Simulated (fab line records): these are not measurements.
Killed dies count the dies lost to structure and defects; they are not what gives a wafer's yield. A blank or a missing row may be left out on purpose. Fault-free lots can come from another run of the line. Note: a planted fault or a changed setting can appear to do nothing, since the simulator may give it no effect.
Chamber matching / flow gf180mcu / 4 sister chambers for GF_V3_CMP_26 on cmp-01
The step polishes, stops on SiO2, t overpolish 15.38 s, target thk 0 nm. 4 wafers are shown with their chamber, then 7 later ones without.

## WAFERS PAIRED WITH THEIR CHAMBERS
wafer=L324.6; chamber=2; motor_current_A (A)=13.1
wafer=L325.6; chamber=3; motor_current_A (A)=11.0
wafer=L326.1; chamber=1; motor_current_A (A)=11.9
wafer=L326.3; chamber=0; motor_current_A (A)=10.4

## WAFERS WHOSE CHAMBER IS MISSING
wafer=L326.4; motor_current_A (A)=11.2
wafer=L335.2; motor_current_A (A)=11.9
wafer=L335.3; motor_current_A (A)=12.3
wafer=L335.6; motor_current_A (A)=12.1
wafer=L342.1; motor_current_A (A)=11.2
wafer=L342.2; motor_current_A (A)=11.1
wafer=L342.3; motor_current_A (A)=12.2

## EACH ONE'S CHAMBER
wafer=L326.4; from the rows above=3; in truth=3
wafer=L335.2; from the rows above=1; in truth=1
wafer=L335.3; from the rows above=can't be placed: 1 or 2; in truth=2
wafer=L335.6; from the rows above=1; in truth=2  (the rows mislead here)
wafer=L342.1; from the rows above=3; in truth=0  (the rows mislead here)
wafer=L342.2; from the rows above=3; in truth=3
wafer=L342.3; from the rows above=1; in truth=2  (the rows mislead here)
Placed correctly: 3 of 7. Cannot be placed on the basis of these rows: 1; the candidates contain the true chamber in 1. Number placed wrongly: 3.
How it was worked out, from the rows above alone: a wafer's distance from a chamber is the root of the sum, over the readings, of the square of ((its reading less the chamber's mean) divided by the reading's scatter). If the next closest chamber is less than 2 further off than the closest, the wafer can't be placed; otherwise it belongs to the closest. The mean given for a chamber averages the wafers shown for that chamber. The scatter: root of mean squared gap, hidden wafer to nearest shown wafer, with one shown wafer a chamber.
